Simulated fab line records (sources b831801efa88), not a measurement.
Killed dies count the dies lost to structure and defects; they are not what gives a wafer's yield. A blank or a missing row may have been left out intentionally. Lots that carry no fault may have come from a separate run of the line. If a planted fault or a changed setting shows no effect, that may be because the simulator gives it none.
fab line records | flow sky130
[record] lots = 4 wafers = 12 last-day = 49
route steps=708 shown GATE_OXIDE@192 POLY_GATE@204 RES_PROTECT@206 PAD_OPEN@708
lots that met no fault: from a run of the same line without faults
start-h: hours from the record's opening day to when the first of the lot's shown wafers began | wait-h: hours elapsed since this lot's preceding step | " unchanged from the row above | L1.1+2: one row covering several wafers at once | - no value, or no start given | * or withheld: withheld | < > ~ a bound
route shown NAME@n: names a module that has steps shown in the file, with the first one's number in the route | usual: mean and standard deviation over wafers with no fault | same: alike in all rows | chamber/n: place in a boat | sites: the reading at each site | _std_site: how widely they spread, as a standard deviation | _edge_site: inner sites' mean taken away from outer sites' mean | radius-mm: for every site, how far away it sits from the centre of the wafer | mask NAME#n: copy n | behind: the most recent tool/chamber to have shaped the wafer | hold: cause of the lot's hold/its duration in hours/its outcome | device: transistor that didn't switch, given as n, p or np | end of line: the tests these same wafers got at the end of their route | for a step that has no rows: nothing shown but its recipe | killed: dies lost to structure and defects at the first sort, not the wafer's yield | map: a wafer's dies, marking killed ones x, the rest . and places with no die _
set.NAME: the run value of the setting; set.NAME@STEP: its run value at that earlier step | model.NAME: the simulator's own value behind a step, which no gauge read
certain route steps with their lots: each step a table, each wafer a row
services: a tool's chamber out of use, with start hour (start-h, from the record's first day; less than 0 if before it), hours out, and reason
[[steps]]
[step SKY_GATE_OXIDE_COAT_05]
[recipe] resist = NOVOLAK spin-rpm = 3000 resist-thk-nm = 1140
[step SKY_GATE_OXIDE_SOFTBAKE_06]
[recipe] temp-c = 90 time-s = 60 resist = NOVOLAK
[step SKY_GATE_OXIDE_EXPOSE_07]
[recipe] mask-id = LVOM na = 0.6 source-shape = conventional sigma-outer = 0.6 polarization = unpolarized target-cd-nm = 600 dose-mj = 170
[step SKY_GATE_OXIDE_PEB_08]
[recipe] temp-c = withheld time-s = * resist = NOVOLAK
[step SKY_GATE_OXIDE_DEVELOP_09]
[recipe] resist = NOVOLAK developer = TMAH develop-time-s = 60 dev-temp-c = 23
[step SKY_GATE_OXIDE_IMPLANT_11]
[recipe] species = B energy-kev = 10 dose-cm2 = 2.6e+12 tilt-deg = withheld
[step SKY_GATE_OXIDE_WET_ETCH_12]
[recipe] chemistry = dHF target-depth-nm = 16.8 dry = n2-spin target = SiO2 dilution = 100:1 temp-c = 25 time-s = 336
[step SKY_GATE_OXIDE_STRIP_13]
[recipe] chemistry = O2/N2 power-w = 1400 pressure-mtorr = 1500 platen-temp-c = withheld o2-flow-sccm = 3000 n2-flow-sccm = 300 overash-fraction = 0.5
[step SKY_GATE_OXIDE_CLEAN_15]
[recipe] chemistry = SC1/SC2 mix = 1:4:20 temp-c = 70 time-s = 150 dry = n2-spin
[step SKY_GATE_OXIDE_OXIDATION_16]
[recipe] temp-c = 800 ambient = O2 idle-temp-c = 700 ramp-up-c-per-min = 10 ramp-down-c-per-min = 3 stabilise-s = 600 purge-s = 300 target-thk-a = 35.7 ox-time-s = 1915
[step SKY_POLY_GATE_CVD_00]
[recipe] material = poly-Si target-thk-nm = 180 temp-c = 620 time-s = 720 pressure-mtorr = 200
[usual] spike-tc-bottom-C = 641.4/2.4 spike-tc-centre-C = 621.8/1.2 spike-tc-lower-C = 621.3/1.1 spike-tc-top-C = 638.9/2.3 spike-tc-upper-C = 620.6/1.2 susceptor-temp-C = 620.00/0.29
// columns lot.wafer tool chamber start-h wait-h spike-tc-bottom-C spike-tc-centre-C spike-tc-lower-C spike-tc-top-C spike-tc-upper-C susceptor-temp-C model.poly-Si_of_POLY_GATE_CVD_00.thk-nm
L423.1 lpcvd-01 0 360.99 0.0 642.7 622.8 620.8 641.6 621.1 619.81 181.4
L423.2 " 0 " " 643.9 622.4 619.8 641.8 620.8 619.84 180.6
L423.4 " 0 " " 644.1 621.6 621.5 641.4 622.5 620.10 179.2
L428.2 lpcvd-01 1 418.91 0.0 639.9 621.2 621.0 636.0 621.0 619.43 178.9
L428.5 " 1 " " 639.1 621.1 620.2 635.6 619.7 619.75 180.4
L428.6 " 1 " " 638.3 621.8 621.9 635.3 621.3 619.49 181.7
L434.1 lpcvd-01 1 463.32 0.0 632.1 614.7 615.4 630.2 611.0 613.32 151.8
L434.2 " 1 " " 631.1 615.1 615.0 628.6 613.5 613.38 153.5
L434.6 " 1 " " 632.3 614.4 614.9 629.0 613.6 613.18 153
L435.2 lpcvd-01 1 466.36 0.0 630.0 614.0 614.8 630.7 612.8 613.00 153.6
L435.3 " 1 " " 632.3 612.0 615.1 630.4 613.8 612.94 152.7
L435.6 " 1 " " 632.1 614.8 615.1 631.8 612.2 613.18 153.3
[step SKY_POLY_GATE_THK_MEAS_01]
[recipe] reads = poly-Si_of_POLY_GATE_CVD_00
[usual] POLY_GATE_CVD_00_THK = 180.3/1.3
// columns lot.wafer tool chamber start-h wait-h POLY_GATE_CVD_00_THK[nm]
L423.1 film-metro-04 - 362.79 0.0 181.5
L423.2 " - " " 180.7
L423.4 " - " " 179.3
L428.2 film-metro-02 - 420.12 0.0 179.0
L428.5 " - " " 180.4
L428.6 " - " " 181.6
L434.1 film-metro-04 - 465.12 0.0 151.8
L434.2 " - " " 153.6
L434.6 " - " " 153.0
L435.2 film-metro-02 - 467.57 0.0 153.6
L435.3 " - " " 152.7
L435.6 " - " " 153.1
[step SKY_RES_PROTECT_DEHYDRATE_00]
[recipe] temp-c = 200 time-s = 60
[step SKY_RES_PROTECT_HMDS_01]
[recipe] prime-time-s = 60 prime-temp-c = 120
[step SKY_RES_PROTECT_COAT_02]
[recipe] resist = NOVOLAK spin-rpm = 3000 resist-thk-nm = 1140
[step SKY_RES_PROTECT_SOFTBAKE_03]
[recipe] temp-c = 90 time-s = 60 resist = NOVOLAK
[step SKY_RES_PROTECT_EXPOSE_04]
[recipe] mask-id = RPM na = 0.6 source-shape = conventional sigma-outer = 0.6 polarization = unpolarized target-cd-nm = 1270 dose-mj = 131
[step SKY_RES_PROTECT_PEB_05]
[recipe] temp-c = withheld time-s = * resist = NOVOLAK
[step SKY_RES_PROTECT_DEVELOP_06]
[recipe] resist = NOVOLAK developer = TMAH develop-time-s = 60 dev-temp-c = 23
[step SKY_POLY_GATE_IMPLANT_02]
[recipe] species = P energy-kev = 30 dose-cm2 = 7.7e+15 tilt-deg = 0
[step SKY_RES_PROTECT_STRIP_07]
[recipe] chemistry = O2/N2 power-w = 1400 pressure-mtorr = 1500 platen-temp-c = withheld o2-flow-sccm = 3000 n2-flow-sccm = 300 overash-fraction = 0.5
[step SKY_RES_PROTECT_CLEAN_09]
[recipe] chemistry = SC1/SC2 mix = 1:4:20 temp-c = 70 time-s = 150 dry = n2-spin
// columns lot.wafer tool chamber start-h wait-h model.poly-Si_of_POLY_GATE_CVD_00.thk-nm
L423.1 wet-bench-01 0 390.35 0.1 180.8
L423.2 " 0 " " 180
L423.4 " 0 " " 178.6
L428.2 wet-bench-03 1 450.50 0.0 178.3
L428.5 " 1 " " 179.8
L428.6 " 1 " " 181.1
L434.1 wet-bench-04 0 496.00 0.1 151.2
L434.2 " 0 " " 152.9
L434.6 " 0 " " 152.3
L435.2 wet-bench-03 0 498.50 0.0 153
L435.3 " 0 " " 152.1
L435.6 " 0 " " 152.6
[step SKY_POLY_GATE_CVD_03]
[recipe] material = Si3N4 precursor = DCS/NH3 target-thk-nm = 75 temp-c = 770 time-s = 1290 pressure-mtorr = 250
[step SKY_POLY_GATE_DEHYDRATE_05]
[recipe] temp-c = 200 time-s = 60
[step SKY_POLY_GATE_HMDS_06]
[recipe] prime-time-s = 60 prime-temp-c = 120
[step SKY_POLY_GATE_COAT_07]
[recipe] resist = BARC temp-c = withheld time-s = withheld spin-rpm = 3000 resist-thk-nm = 110
[step SKY_POLY_GATE_COAT_08]
[recipe] resist = KrF-thick spin-rpm = 3000 resist-thk-nm = 450
[step SKY_POLY_GATE_SOFTBAKE_09]
[recipe] temp-c = 100 time-s = 90 resist = KrF-thick
[step SKY_POLY_GATE_EXPOSE_10]
[recipe] mask-id = P1M na = 0.68 source-shape = conventional sigma-outer = 0.6 target-cd-nm = 150 dose-mj = 28
[step SKY_POLY_GATE_PEB_11]
[recipe] peb-temp-c = withheld peb-time-s = withheld resist = KrF-thick
[step SKY_POLY_GATE_DEVELOP_12]
[recipe] develop-time-s = 60 resist = KrF-thick dev-temp-c = 21
[step SKY_POLY_GATE_ETCH_15]
[recipe] chemistry = N2/H2 target = BARC ion-energy-ev = 200 source-w = 500 bias-w = 100 pressure-mtorr = 30 n2-flow-sccm = 100 h2-flow-sccm = 200 stop-on = SiO2 time-s = 118.5 target-depth-a = 1100
[step SKY_POLY_GATE_ETCH_16]
[recipe] stop-on = poly-Si chemistry = CH3F/O2 target = Si3N4 source-w = 400 bias-w = 80 pressure-mtorr = 25 ch3f-flow-sccm = 40 O2_flow_sccm = 30 time-s = 147.5 target-depth-a = 750
[step SKY_POLY_GATE_ETCH_17]
[recipe] target-depth-nm = 180 stop-on = SiO2 over-etch-frac = 0.56667 chemistry = HBr/Cl2 target = poly-Si icp-w = 400 bias-w = 100 pressure-mtorr = 10 HBr_flow_sccm = 150 Cl2_flow_sccm = 50 time-s = 70.5
[usual] drypump-motor-current-A = 5.6/0.58 mfc-cl2-sccm = 50.01/0.14 oes-product-au = 0.989/0.0067 throttle-valve-pct = 33.684/0.009
// columns lot.wafer tool chamber start-h wait-h drypump-motor-current-A mfc-cl2-sccm oes-product-au rf-hours-counter-h throttle-valve-pct model.POLY_GATE.feature-depth-nm model.etch.depth-nm
L423.1 rie-si-01 3 422.23 0.0 6.0 49.87 0.994 3 33.683 180.8 180.8
L423.2 " 0 " " 5.7 50.09 0.984 2 33.693 180 180
L423.4 " 2 " " 5.6 50.08 0.984 39 33.677 178.6 178.6
L428.2 rie-si-02 1 483.53 0.0 4.9 50.07 0.988 1 33.671 178.3 178.3
L428.5 " 2 " " 5.4 50.02 0.975 - 33.691 176.8 176.8
L428.6 " 3 " " 6.7 49.97 0.995 - 33.687 181 181
L434.1 rie-si-02 1 528.88 0.0 5.0 50.07 0.881 1 33.685 151.2 151.2
L434.2 " 0 " " 4.7 49.68 0.886 1 33.682 152.9 152.9
L434.6 " 2 " " 5.4 50.07 0.882 - 33.675 152.3 152.3
L435.2 rie-si-01 3 531.03 0.0 6.0 50.16 0.891 4 33.674 153 153
L435.3 " 1 " " 6.0 50.05 0.893 4 33.686 152.1 152.1
L435.6 " 1 " " 6.0 50.10 0.884 - 33.684 152.6 152.6
[step SKY_POLY_GATE_STRIP_18]
[recipe] chemistry = O2/N2 power-w = 1400 pressure-mtorr = 1500 platen-temp-c = withheld o2-flow-sccm = 3000 n2-flow-sccm = 300 overash-fraction = 0.5
[step SKY_PAD_OPEN_PROBE_99]
[usual] killed_at_M0_to_M3 = 44/8.6 killed_at_M4_up = 3.4/1.9 killed-at-contacts = 23/5.7 killed-at-front-end = 15/4.5 killed-at-other = 0.4/0.62 killed-dies = 86/11 killed-open = 46/7.6 killed-short = 39/6.3
[same] gross-dies = 492 killed-at-back-side = 0
// columns lot.wafer tool chamber start-h wait-h killed_at_M0_to_M3 killed_at_M4_up killed-at-contacts killed-at-front-end killed-at-other killed-dies killed-open killed-short model.etest.res-high-po.line-ohm-um model.etest.res-poly.line-ohm-um model.etest.res-high-po.rs-ohm-sq model.etest.res-poly.rs-ohm-sq model.etest.cap-li-to-poly.c-af-um2
L423.1 prober-02 - 1117.49 0.1 56 2 22 22 2 104 63 40 744.2 501.5 264.5 48.35 99.34
L423.2 prober-02 - 1117.54 0.1 46 4 31 19 0 100 54 46 733.2 502.4 255 46.93 97.61
L423.4 prober-02 - 1117.64 0.2 55 3 26 15 0 99 62 37 724.8 491.5 259.1 47.49 99.99
L428.2 prober-01 - 1155.79 0.1 46 5 28 15 0 94 54 40 753.7 523.9 262.1 48.4 97.57
L428.5 prober-01 - 1155.94 0.2 43 5 27 21 0 96 47 49 753.5 538.7 258.5 48.02 97.82
L428.6 prober-01 - 1155.99 0.2 32 1 30 19 0 82 38 44 731.2 512 256.4 47.42 99.5
L434.1 prober-01 - 1180.14 0.1 61 2 24 13 0 100 49 51 868.8 616.1 303.2 56.74 88.49
L434.2 prober-01 - 1180.19 0.1 61 3 28 20 0 112 66 46 874.1 613.5 304.2 56.5 93.07
L434.6 prober-01 - 1180.39 0.2 30 7 19 20 1 77 44 33 848.3 624.1 296 56.14 91.18
L435.2 prober-02 - 1185.10 0.1 40 2 37 17 0 96 48 48 851.8 576.8 294.4 55.05 92.44
L435.3 prober-02 - 1185.15 0.2 39 3 22 22 2 88 49 39 862.5 582 305 56.12 90.86
L435.6 prober-02 - 1185.30 0.2 34 4 19 16 0 73 37 36 857.2 579 302.4 56.08 91.64
// killed by level:class
L423.1 VIA1:geometric-particle:open=11 VIA2:geometric-particle:open=10 CONTACT:geometric-particle:open=10 METAL1:geometric-particle:short=8 VIA3:geometric-particle:open=8 FIELD_ISO:geometric-particle:open=7 POLY_GATE:geometric-particle:short=6 LI_CONTACT:geometric-particle:open=6
L423.2 CONTACT:geometric-particle:open=13 LI_CONTACT:geometric-particle:open=10 VIA1:geometric-particle:short=9 VIA1:geometric-particle:open=8 METAL1:geometric-particle:short=7 FIELD_ISO:geometric-particle:open=6 METAL2:geometric-particle:short=6 VIA3:geometric-particle:open=6
L423.4 VIA1:geometric-particle:open=17 CONTACT:geometric-particle:open=12 VIA2:geometric-particle:open=9 LI_CONTACT:geometric-particle:open=7 VIA3:geometric-particle:open=6 METAL1:geometric-particle:short=6 FIELD_ISO:geometric-particle:short=5 CONTACT:geometric-particle:short=5
L428.2 VIA1:geometric-particle:open=14 CONTACT:geometric-particle:open=11 LI_CONTACT:geometric-particle:open=8 METAL2:geometric-particle:short=7 VIA2:geometric-particle:open=7 VIA3:geometric-particle:short=5 POLY_GATE:geometric-particle:open=4 LI_CONTACT:geometric-particle:short=4
L428.5 VIA1:geometric-particle:open=9 VIA3:geometric-particle:open=8 LI_CONTACT:geometric-particle:open=8 FIELD_ISO:geometric-particle:open=7 FIELD_ISO:geometric-particle:short=6 LOCAL_INTERCONNECT:geometric-particle:short=6 VIA2:geometric-particle:open=6 METAL1:geometric-particle:short=5
L428.6 LOCAL_INTERCONNECT:geometric-particle:short=11 VIA1:geometric-particle:open=11 LI_CONTACT:geometric-particle:open=7 FIELD_ISO:geometric-particle:short=6 FIELD_ISO:geometric-particle:open=5 POLY_GATE:geometric-particle:open=5 LI_CONTACT:geometric-particle:short=4 CONTACT:geometric-particle:open=4
L434.1 VIA3:geometric-particle:open=12 METAL1:geometric-particle:short=8 VIA1:geometric-particle:open=8 LI_CONTACT:geometric-particle:open=7 METAL2:geometric-particle:short=6 VIA1:geometric-particle:short=6 CONTACT:geometric-particle:open=5 METAL3:geometric-particle:short=5
L434.2 VIA1:geometric-particle:open=20 CONTACT:geometric-particle:open=15 VIA2:geometric-particle:open=9 VIA3:geometric-particle:open=8 VIA2:geometric-particle:short=6 FIELD_ISO:geometric-particle:open=5 POLY_GATE:geometric-particle:open=5 LI_CONTACT:geometric-particle:short=5
L434.6 VIA2:geometric-particle:open=11 CONTACT:geometric-particle:open=9 CONTACT:geometric-particle:short=7 POLY_GATE:geometric-particle:open=5 METAL2:geometric-particle:short=5 FIELD_ISO:geometric-particle:open=4 FIELD_ISO:geometric-particle:short=4 METAL4:geometric-particle:short=4
L435.2 CONTACT:geometric-particle:open=14 LI_CONTACT:geometric-particle:open=12 FIELD_ISO:geometric-particle:short=8 VIA1:geometric-particle:open=8 CONTACT:geometric-particle:short=6 METAL1:geometric-particle:short=6 VIA1:geometric-particle:short=5 VIA2:geometric-particle:open=5
L435.3 VIA1:geometric-particle:open=12 CONTACT:geometric-particle:open=7 FIELD_ISO:geometric-particle:open=6 FIELD_ISO:geometric-particle:short=6 LI_CONTACT:geometric-particle:open=6 VIA1:geometric-particle:short=5 VIA2:geometric-particle:open=5 POLY_GATE:geometric-particle:short=4
L435.6 LI_CONTACT:geometric-particle:open=8 VIA3:geometric-particle:short=6 VIA3:geometric-particle:open=6 VIA1:geometric-particle:open=5 VIA2:geometric-particle:open=5 CONTACT:geometric-particle:short=4 CONTACT:geometric-particle:open=4 VIA1:geometric-particle:short=4
[[services]]
// columns tool chamber start-h hours kind
rie-si-02 0 362.53 - clean
rie-si-02 0 362.53 20.6 scheduled-down
rie-si-02 0 362.53 20.6 vent-cycle
rie-si-02 1 383.13 - clean
rie-si-02 1 383.13 22.8 scheduled-down
rie-si-02 1 383.13 22.8 vent-cycle
rie-si-02 0 391.91 8.0 repair
wet-bench-04 - 399.80 1.8 repair
rie-si-02 2 405.91 - clean
rie-si-02 2 405.91 16.3 scheduled-down
rie-si-02 2 405.91 16.3 vent-cycle
rie-si-02 3 422.23 - clean
rie-si-02 3 422.23 25.6 scheduled-down
rie-si-02 3 422.23 25.6 vent-cycle
lpcvd-01 - 438.65 4.3 pm
rie-si-01 3 463.21 3.3 repair
rie-si-01 - 470.57 14.6 pm
wet-bench-01 - 494.19 7.4 repair
rie-si-02 - 508.92 2.8 pm
wet-bench-01 - 516.28 4.4 repair
[[key]]
[first-sign] step = SKY_POLY_GATE_CVD_00 reading = susceptor-temp-C direction = down sigmas = 23 usual = * struck = *
[effect] step = SKY_POLY_GATE_CVD_00 reading = spike-tc-upper-C direction = down sigmas = 6.7 usual = 620.6 struck = 612.8
[effect] step = SKY_POLY_GATE_THK_MEAS_01 reading = POLY_GATE_CVD_00_THK direction = down sigmas = 22 usual = 180.3 struck = 153.0
[effect] step = SKY_POLY_GATE_ETCH_17 reading = oes-product-au direction = down sigmas = 15 usual = 0.989 struck = 0.886
[model-effect] step = SKY_POLY_GATE_CVD_00 value = poly-Si_of_POLY_GATE_CVD_00.thk-nm without = 180.1 struck = 153
[model-effect] step = SKY_RES_PROTECT_CLEAN_09 value = poly-Si_of_POLY_GATE_CVD_00.thk-nm without = 179.5 struck = 152.3
[model-effect] step = SKY_POLY_GATE_ETCH_17 value = POLY_GATE.feature-depth-nm without = 179.3 struck = 152.3
[model-effect] step = SKY_PAD_OPEN_PROBE_99 value = etest.res-high-po.line-ohm-um without = 742.4 struck = 860.5
met-at SKY_POLY_GATE_CVD_00
struck-wafers L434.1,L434.2,L434.6,L435.2,L435.3,L435.6
tester-left-out L434,L435
onset-between 418.91 463.32
[fault] kind = process-parameter-drift tool = lpcvd-01 chamber = 1 onset-h = 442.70 steps = SKY_POLY_GATE_CVD_00 channel = temp-c offset = * shape = step end-h = 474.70 stated = *
// tester-left-out: of these lots the tester's yield and bins aren't shown, on N5 and GAA mostly nor the transistor test; their killed dies are dies lost to structure and defects alone, not to doping, threshold or leakage, so they don't give the yield
